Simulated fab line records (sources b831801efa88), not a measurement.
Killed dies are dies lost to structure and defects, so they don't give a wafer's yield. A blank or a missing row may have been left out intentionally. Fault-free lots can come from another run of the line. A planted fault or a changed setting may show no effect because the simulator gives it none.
Chamber matching + flow sky130 + SKY_CONTACT_CMP_27 on cmp-01: 4 sister chambers
The step polishes, stops on SiO2, t overpolish 15 s, target thk 0 nm. 14 wafers are shown with their chamber, then 7 later ones without.

WAFERS WITH THEIR CHAMBER
| wafer  | chamber | motor-current-A (A) | overpolish-run-s (s) | time-to-endpoint-s (s) |
|--------|---------|---------------------|----------------------|------------------------|
| L399.1 | 2       | 10.0                | 15.007               | 92                     |
| L399.2 | 3       | 11.6                | 14.993               | 83                     |
| L399.6 | 1       | 11.3                | 14.996               | 83                     |
| L400.2 | 0       | 9.3                 | 15.015               | 82                     |
| L400.4 | 2       | 10.1                | 15.004               | 80                     |
| L400.6 | 3       | 11.9                | 14.993               | 76                     |
| L406.1 | 3       | 11.3                | 15.013               | 78                     |
| L406.3 | 1       | 10.9                | 14.994               | 81                     |
| L406.4 | 0       | 9.9                 | 15.000               | 87                     |
| L409.1 | 0       | 9.6                 | 15.011               | 81                     |
| L409.5 | 0       | 9.3                 | 15.009               | 83                     |
| L409.6 | 3       | 11.6                | 14.990               | 80                     |
| L413.2 | 1       | 11.4                | 15.006               | 83                     |
| L413.3 | 2       | 9.9                 | 15.006               | 83                     |

SIGNATURES (averages over the wafers above)
| reading            | chamber 0 | chamber 1 | chamber 2 | chamber 3 | scatter within a chamber |
|--------------------|-----------|-----------|-----------|-----------|--------------------------|
| motor-current-A    | 9.525     | 11.200    | 10.000    | 11.600    | 0.242                    |
| overpolish-run-s   | 15.00875  | 14.99867  | 15.00567  | 14.99725  | 0.00738                  |
| time-to-endpoint-s | 83.25     | 82.33     | 85.00     | 79.25     | 3.58                     |
Rule: a wafer lies at a distance from a chamber equal to the root of the sum of squares, over the readings, of (its reading less the chamber's mean, divided by the reading's scatter). If the next closest chamber is less than 2 further off than the closest, the wafer can't be placed; otherwise it belongs to the closest. How the scatter is found: for the shown wafers, subtract from each reading the mean of its chamber, square and add these, divide the total by (wafers less chambers), then take the root.

WAFERS WHOSE CHAMBER IS MISSING
| wafer  | motor-current-A (A) | overpolish-run-s (s) | time-to-endpoint-s (s) |
|--------|---------------------|----------------------|------------------------|
| L413.4 | 11.5                | 14.996               | 81                     |
| L415.2 | 9.7                 | 15.015               | 80                     |
| L415.4 | 11.3                | 15.005               | 76                     |
| L415.6 | 9.1                 | 14.984               | 84                     |
| L416.2 | 10.7                | 14.978               | 79                     |
| L416.3 | 11.2                | 15.010               | 77                     |
| L416.5 | 9.7                 | 15.008               | 82                     |

CHAMBER TAKEN BY EACH
| wafer  | from the rows above          | in truth |
|--------|------------------------------|----------|
| L413.4 | can't be placed: 3 or 1      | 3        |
| L415.2 | can't be placed: 0 or 2      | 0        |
| L415.4 | can't be placed: 3 or 1      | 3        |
| L415.6 | can't be placed: 0 or 2      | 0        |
| L416.2 | can't be placed: 1 or 3 or 2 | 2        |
| L416.3 | can't be placed: 1 or 3      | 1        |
| L416.5 | can't be placed: 0 or 2      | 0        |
0 of 7 placed correctly. Can't be placed from these rows: 7 (the true chamber is among the candidates in 7). Wrongly placed: 0.
